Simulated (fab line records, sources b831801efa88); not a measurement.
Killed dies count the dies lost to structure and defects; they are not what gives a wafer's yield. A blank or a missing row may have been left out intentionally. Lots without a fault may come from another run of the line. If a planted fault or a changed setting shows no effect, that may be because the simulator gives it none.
fab line records	flow sky130
record: lots: 11	wafers: 33	last-day: 50
route steps=708 shown LI_CONTACT@376 LOCAL_INTERCONNECT@392
lots with no fault: from the same line, run without faults
start-h: hours from the record's opening day to when the first of the lot's shown wafers began	wait-h: time in hours since the lot's previous step	" unchanged from the row above	L1.1+2: one row covering several wafers at once	- no value, or no start was given	* or withheld: withheld	< > ~ a bound
route shown NAME@n: a module of which the file shows steps, and the number in the route of the first	usual: the fault-free wafers' mean and standard deviation	same: alike in all rows	chamber/n: place in a boat	sites: the reading at each site	_std_site: standard deviation of those values	_edge_site: inner sites' mean taken away from outer sites' mean	radius-mm: how far each site lies from the wafer's centre	mask NAME#n: copy n	behind: the tool/chamber that last shaped the wafer	hold: the reason the lot was held/the length of the hold in hours/how it ended	device: which transistor (n, p or np) failed to switch	end of line: tests run on the same wafers once the route is complete	a step without rows: its recipe alone	killed: at the first sort, the dies lost to defects and structure; wafer yield is something else	map: per-die view of a wafer (x killed, . not killed, _ where there is no die)
set.NAME: the setting that was run; set.NAME@STEP: the one run at that earlier step	model.NAME: the simulator's own value behind a step, which no gauge read
steps of the route over a sample of lots; a table a step, a row a wafer
services: from which hour (start-h, from the record's first day; less than 0 if before it) a tool's chamber was out of use, for how many hours, and why
== steps ==
step: SKY_LI_CONTACT_ETCH_14
recipe: chemistry: N2/H2	target: BARC	ion-energy-ev: 200	source-w: 500	bias-w: 100	pressure-mtorr: 30	n2-flow-sccm: 100	h2-flow-sccm: 200	stop-on: SiO2	time-s: 45.9	target-depth-a: 600
usual: drypump-motor-current-A: 5.7/0.37	oes-product-au: 0.854/0.0051	throttle-valve-pct: 13.224/0.0094
lot.wafer	tool	chamber	start-h	wait-h	drypump-motor-current-A	oes-product-au	rf-hours-counter-h	throttle-valve-pct
L151.2	rie-diel-01	0	677.60	0.0	5.8	0.859	1	13.236
L151.3	"	2	"	"	5.4	0.852	8	13.224
L151.6	"	3	"	"	6.7	0.850	-	13.230
L152.2	rie-diel-03	0	688.35	0.0	6.0	0.853	56	13.227
L152.4	"	3	"	"	5.4	0.852	18	13.244
L152.6	"	3	"	"	5.5	0.861	-	13.217
L153.2	rie-diel-01	1	702.25	0.0	5.7	0.855	33	13.207
L153.4	"	2	"	"	5.4	0.857	8	13.226
L153.6	"	0	"	"	5.7	0.854	-	13.230
L160.1	rie-diel-03	0	758.38	0.0	6.1	0.849	2	13.227
L160.2	"	1	"	"	5.9	0.858	25	13.218
L160.3	"	3	"	"	5.5	0.847	21	13.220
L161.2	rie-diel-01	2	762.88	0.0	5.4	0.858	9	13.231
L161.3	"	0	"	"	5.7	0.849	3	13.222
L161.6	"	0	"	"	5.7	0.854	-	13.216
L163.3	rie-diel-04	3	781.05	0.0	5.5	0.859	2	13.222
L163.5	"	2	"	"	5.5	0.850	-	13.215
L163.6	"	3	"	"	5.5	0.854	-	13.224
L164.1	rie-diel-03	0	793.15	0.0	6.0	0.857	3	13.222
L164.3	"	3	"	"	5.5	0.854	22	13.220
L164.6	"	0	"	"	6.0	0.857	-	13.229
L165.1	rie-diel-01	2	804.10	0.0	5.4	0.855	11	13.217
L165.3	"	2	"	"	5.4	0.852	-	13.227
L165.5	"	2	"	"	5.4	0.851	-	13.230
L171.2	rie-diel-04	3	843.15	0.0	5.5	0.846	4	13.220
L171.4	"	2	"	"	5.5	0.848	14	13.240
L171.5	"	2	"	"	5.5	0.855	-	13.236
L173.1	rie-diel-04	0	851.53	0.0	5.3	0.860	2	13.223
L173.3	"	3	"	"	5.5	0.857	4	13.209
L173.6	"	1	"	"	5.5	0.850	-	13.237
L172.1	rie-diel-04	1	854.05	0.0	5.5	0.848	8	13.225
L172.5	"	1	"	"	5.5	0.850	-	13.219
L172.6	"	0	"	"	5.4	0.854	-	13.214
step: SKY_LI_CONTACT_SPUTTER_20
recipe: material: TiN	target-thk-nm: 20	chamber-pressure-pa: 5	power-w: 4000	time-s: 80
usual: throttle-valve-pct: 29.8/1.2
lot.wafer	tool	chamber	start-h	wait-h	throttle-valve-pct
L151.2	pvd-sputter-03	-	678.10	0.0	29.0
L151.3	"	-	"	"	28.5
L151.6	"	-	"	"	28.4
L152.2	pvd-sputter-03	-	688.85	0.0	31.7
L152.4	"	-	"	"	30.6
L152.6	"	-	"	"	30.8
L153.2	pvd-sputter-03	-	702.74	0.0	28.6
L153.4	"	-	"	"	31.1
L153.6	"	-	"	"	30.6
L160.1	pvd-sputter-04	-	758.87	0.0	29.8
L160.2	"	-	"	"	29.8
L160.3	"	-	"	"	30.3
L161.2	pvd-sputter-04	-	763.37	0.0	29.4
L161.3	"	-	"	"	29.7
L161.6	"	-	"	"	30.3
L163.3	pvd-sputter-03	-	781.55	0.0	28.3
L163.5	"	-	"	"	28.4
L163.6	"	-	"	"	31.4
L164.1	pvd-sputter-03	-	793.65	0.0	28.5
L164.3	"	-	"	"	31.9
L164.6	"	-	"	"	28.4
L165.1	pvd-sputter-01	-	804.67	0.0	29.8
L165.3	"	-	"	"	31.0
L165.5	"	-	"	"	31.1
L171.2	pvd-sputter-04	-	843.65	0.0	27.4
L171.4	"	-	"	"	29.7
L171.5	"	-	"	"	29.7
L173.1	pvd-sputter-01	-	852.03	0.0	29.2
L173.3	"	-	"	"	30.9
L173.6	"	-	"	"	29.6
L172.1	pvd-sputter-04	-	854.55	0.0	30.4
L172.5	"	-	"	"	27.3
L172.6	"	-	"	"	30.0
step: SKY_LOCAL_INTERCONNECT_COAT_05
recipe: resist: BARC	temp-c: withheld	time-s: withheld	spin-rpm: 3000	resist-thk-nm: 60
usual: resist-line-temp-C: *
lot.wafer	tool	chamber	start-h	wait-h	resist-line-temp-C
L151.2	litho-track-01	0	692.05	0.1	*
L151.3	"	0	"	"	*
L151.6	"	0	"	"	*
L152.2	litho-track-03	0	703.45	0.1	*
L152.4	"	0	"	"	*
L152.6	"	0	"	"	*
L153.2	litho-track-01	0	716.60	0.1	*
L153.4	"	0	"	"	*
L153.6	"	0	"	"	*
L160.1	litho-track-01	0	772.67	0.1	*
L160.2	"	0	"	"	*
L160.3	"	0	"	"	*
L161.2	litho-track-01	0	776.65	0.1	*
L161.3	"	0	"	"	*
L161.6	"	0	"	"	*
L163.3	litho-track-01	0	795.32	0.1	*
L163.5	"	0	"	"	*
L163.6	"	0	"	"	*
L164.1	litho-track-04	0	807.14	0.1	*
L164.3	"	0	"	"	*
L164.6	"	0	"	"	*
L165.1	litho-track-04	0	819.14	0.1	*
L165.3	"	0	"	"	*
L165.5	"	0	"	"	*
L171.2	litho-track-03	0	856.55	0.1	*
L171.4	"	0	"	"	*
L171.5	"	0	"	"	*
L173.1	litho-track-04	0	865.09	0.1	*
L173.3	"	0	"	"	*
L173.6	"	0	"	"	*
L172.1	litho-track-04	0	867.79	0.1	*
L172.5	"	0	"	"	*
L172.6	"	0	"	"	*
step: SKY_LOCAL_INTERCONNECT_CD_MEAS_11
recipe: target-cd-nm: 170
usual: cd-nm: 169.9/1.6
lot.wafer	tool	chamber	start-h	wait-h	cd-nm
L151.2	cd-sem-02	-	706.46	-	167.6
L151.3	"	-	"	"	169.1
L151.6	"	-	"	"	168.7
L152.2	cd-sem-01	-	717.44	-	171.1
L152.4	"	-	"	"	169.3
L152.6	"	-	"	"	170.2
L153.2	cd-sem-02	-	731.01	-	170.4
L153.4	"	-	"	"	171.3
L153.6	"	-	"	"	171.0
L160.1	cd-sem-02	-	785.82	-	170.7
L160.2	"	-	"	"	171.2
L160.3	"	-	"	"	170.9
L161.2	cd-sem-02	-	790.54	-	170.0
L161.3	"	-	"	"	168.8
L161.6	"	-	"	"	168.0
L163.3	cd-sem-02	-	808.93	-	169.8
L163.5	"	-	"	"	169.4
L163.6	"	-	"	"	169.7
L164.1	cd-sem-02	-	821.02	-	168.5
L164.3	"	-	"	"	169.9
L164.6	"	-	"	"	169.9
L165.1	cd-sem-01	-	832.37	-	168.9
L165.3	"	-	"	"	170.0
L165.5	"	-	"	"	168.8
L171.2	cd-sem-01	-	870.34	-	170.3
L171.4	"	-	"	"	170.7
L171.5	"	-	"	"	171.2
L173.1	cd-sem-02	-	878.92	-	168.7
L173.3	"	-	"	"	168.6
L173.6	"	-	"	"	170.2
L172.1	cd-sem-01	-	881.22	-	174.4
L172.5	"	-	"	"	173.8
L172.6	"	-	"	"	174.3
step: SKY_LOCAL_INTERCONNECT_ETCH_13
recipe: chemistry: N2/H2	target: BARC	ion-energy-ev: 200	bias-w: 100	pressure-mtorr: 30	n2-flow-sccm: 100	h2-flow-sccm: 200	icp-w: 500	stop-on: SiO2	time-s: 45.9	target-depth-a: 600
usual: drypump-motor-current-A: 5.6/0.31	oes-product-au: 0.855/0.0053	throttle-valve-pct: 13.224/0.0094
lot.wafer	tool	chamber	start-h	wait-h	drypump-motor-current-A	oes-product-au	rf-hours-counter-h	throttle-valve-pct
L151.2	rie-metal-02	0	706.60	0.0	5.7	0.857	0	13.232
L151.3	"	0	"	"	5.6	0.855	-	13.232
L151.6	"	0	"	"	5.7	0.852	-	13.216
L152.2	rie-metal-02	1	717.58	0.0	5.4	0.854	14	13.237
L152.4	"	1	"	"	5.5	0.855	-	13.224
L152.6	"	0	"	"	5.7	0.869	-	13.219
L153.2	rie-metal-03	0	731.17	0.0	5.7	0.855	-	13.235
L153.4	"	0	"	"	5.7	0.856	-	13.225
L153.6	"	0	"	"	5.7	0.859	-	13.246
L160.1	rie-metal-03	0	785.98	0.0	5.7	0.944	14	13.226
L160.2	"	1	"	"	6.0	0.933	8	13.230
L160.3	"	0	"	"	5.7	0.930	-	13.234
L161.2	rie-metal-04	0	790.68	0.0	5.5	0.929	6	13.220
L161.3	"	0	"	"	5.5	0.931	-	13.244
L161.6	"	0	"	"	5.5	0.940	-	13.218
L163.3	rie-metal-04	1	809.08	0.0	4.9	0.940	-	13.231
L163.5	"	1	"	"	4.9	0.925	-	13.227
L163.6	"	0	"	"	5.5	0.935	-	13.232
L164.1	rie-metal-03	0	821.18	0.0	5.7	0.852	15	13.222
L164.3	"	0	"	"	5.7	0.853	-	13.224
L164.6	"	1	"	"	5.9	0.853	-	13.236
L165.1	rie-metal-03	1	832.53	0.0	6.0	0.864	10	13.230
L165.3	"	1	"	"	6.0	0.852	-	13.207
L165.5	"	1	"	"	6.0	0.858	-	13.215
L171.2	rie-metal-02	0	870.48	0.0	5.6	0.865	5	13.233
L171.4	"	0	"	"	5.7	0.849	-	13.234
L171.5	"	0	"	"	5.7	0.854	-	13.226
L173.1	rie-metal-02	0	879.08	0.0	5.7	0.846	6	13.231
L173.3	"	0	"	"	5.6	0.854	-	13.222
L173.6	"	1	"	"	5.4	0.857	-	13.210
L172.1	rie-metal-02	1	881.38	0.0	5.4	0.850	2	13.214
L172.5	"	1	"	"	5.4	0.849	-	13.213
L172.6	"	0	"	"	5.7	0.850	-	13.215
step: SKY_LOCAL_INTERCONNECT_STRIP_15
recipe: chemistry: O2/N2	power-w: 1400	pressure-mtorr: 1500	platen-temp-c: withheld	o2-flow-sccm: 3000	n2-flow-sccm: 300	overash-fraction: 0.5
usual: drypump-motor-current-A: 5.5/0.48	oes-product-au: 0.426/0.005	strip-time-to-endpoint-s: 4.719/0.024
lot.wafer	tool	chamber	start-h	wait-h	drypump-motor-current-A	oes-product-au	rf-hours-counter-h	strip-time-to-endpoint-s
L151.2	plasma-asher-02	0	706.71	0.0	5.8	0.418	88	4.719
L151.3	"	0	"	"	5.7	0.420	-	4.717
L151.6	"	1	"	"	4.8	0.432	-	4.713
L152.2	plasma-asher-01	1	717.69	0.0	5.6	0.431	60	4.769
L152.4	"	0	"	"	6.1	0.425	-	4.770
L152.6	"	0	"	"	6.1	0.414	-	4.733
L153.2	plasma-asher-02	0	731.38	0.1	5.7	0.428	90	4.727
L153.4	"	1	"	"	4.8	0.420	-	4.744
L153.6	"	0	"	"	5.7	0.416	-	4.725
L160.1	plasma-asher-01	1	786.09	0.0	5.5	0.428	67	4.815
L160.2	"	0	"	"	6.2	0.428	67	4.780
L160.3	"	1	"	"	5.5	0.434	-	4.809
L161.2	plasma-asher-01	1	790.79	0.0	5.5	0.430	67	4.855
L161.3	"	1	"	"	5.6	0.430	-	4.847
L161.6	"	0	"	"	6.1	0.438	-	4.843
L163.3	plasma-asher-02	1	809.23	0.1	4.8	0.428	-	4.885
L163.5	"	1	"	"	4.8	0.428	-	4.862
L163.6	"	0	"	"	5.8	0.433	-	4.878
L164.1	plasma-asher-02	1	821.29	0.0	4.8	0.434	99	4.692
L164.3	"	0	"	"	5.8	0.424	-	4.688
L164.6	"	1	"	"	4.8	0.428	-	4.699
L165.1	plasma-asher-02	0	832.64	0.0	5.8	0.419	100	4.685
L165.3	"	1	"	"	4.8	0.426	-	4.678
L165.5	"	1	"	"	4.8	0.422	-	4.697
L171.2	plasma-asher-03	0	870.60	0.0	6.0	0.430	12	4.707
L171.4	"	0	"	"	6.0	0.431	-	4.721
L171.5	"	0	"	"	6.0	0.425	-	4.700
L173.1	plasma-asher-03	1	879.19	0.0	5.4	0.428	13	4.727
L173.3	"	1	"	"	5.4	0.428	-	4.735
L173.6	"	0	"	"	6.0	0.434	-	4.754
L172.1	plasma-asher-02	1	881.50	0.0	4.8	0.428	105	4.738
L172.5	"	1	"	"	4.8	0.424	-	4.730
L172.6	"	0	"	"	5.7	0.430	-	4.703
== services ==
tool	chamber	start-h	hours	kind
rie-metal-03	-	657.09	14.6	pm
rie-diel-04	-	663.54	0.2	repair
plasma-asher-03	-	667.47	14.6	pm
pvd-sputter-03	-	668.16	1.2	repair
pvd-sputter-01	-	691.96	24.5	repair
rie-diel-01	-	700.97	0.3	repair
rie-diel-01	2	703.13	4.2	repair
plasma-asher-01	-	704.31	2.8	pm
rie-metal-02	-	725.02	2.8	pm
pvd-sputter-04	-	727.11	4.1	repair
rie-metal-03	1	727.76	24.6	repair
rie-metal-03	-	769.89	4.3	pm
rie-metal-02	-	772.99	56.1	repair
plasma-asher-02	-	784.55	1.7	repair
rie-diel-01	3	795.64	9.5	repair
rie-diel-01	1	796.48	9.3	repair
rie-diel-01	1	812.91	7.2	repair
rie-diel-03	0	817.89	7.6	repair
rie-diel-04	-	820.24	0.3	repair
rie-diel-04	3	858.19	3.9	repair
rie-diel-03	3	858.65	2.2	repair
rie-diel-04	0	861.36	4.6	repair
rie-metal-03	-	867.03	2.8	pm
pvd-sputter-03	-	877.83	0.5	repair
== key ==
first-sign: step: SKY_LOCAL_INTERCONNECT_ETCH_13	reading: oes-product-au	direction: up	sigmas: 15	usual: 0.855	struck: 0.934
effect: step: SKY_LOCAL_INTERCONNECT_STRIP_15	reading: strip-time-to-endpoint-s	direction: up	sigmas: 5.2	usual: *	struck: *
met-at SKY_LOCAL_INTERCONNECT_COAT_05
struck-lots L160,L161,L163
tester-left-out L160,L161,L163
not-acting-at SKY_LI_CONTACT_ETCH_14,SKY_LI_CONTACT_SPUTTER_20,SKY_LOCAL_INTERCONNECT_CD_MEAS_11
onset-between 716.60 772.67
fault: kind: process-parameter-drift	tool: litho-track-01	chamber: -	onset-h: 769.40	steps: SKY_LOCAL_INTERCONNECT_COAT_05	channel: resist-thk-nm	offset: 9.4167	shape: step	end-h: 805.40	acts-in: these-recipes-only	stated: 60
tester-left-out: of these lots the tester's yield and bins aren't shown, on N5 and GAA mostly nor the transistor test; their killed dies are dies lost to structure and defects alone, not to doping, threshold or leakage, so they don't give the yield
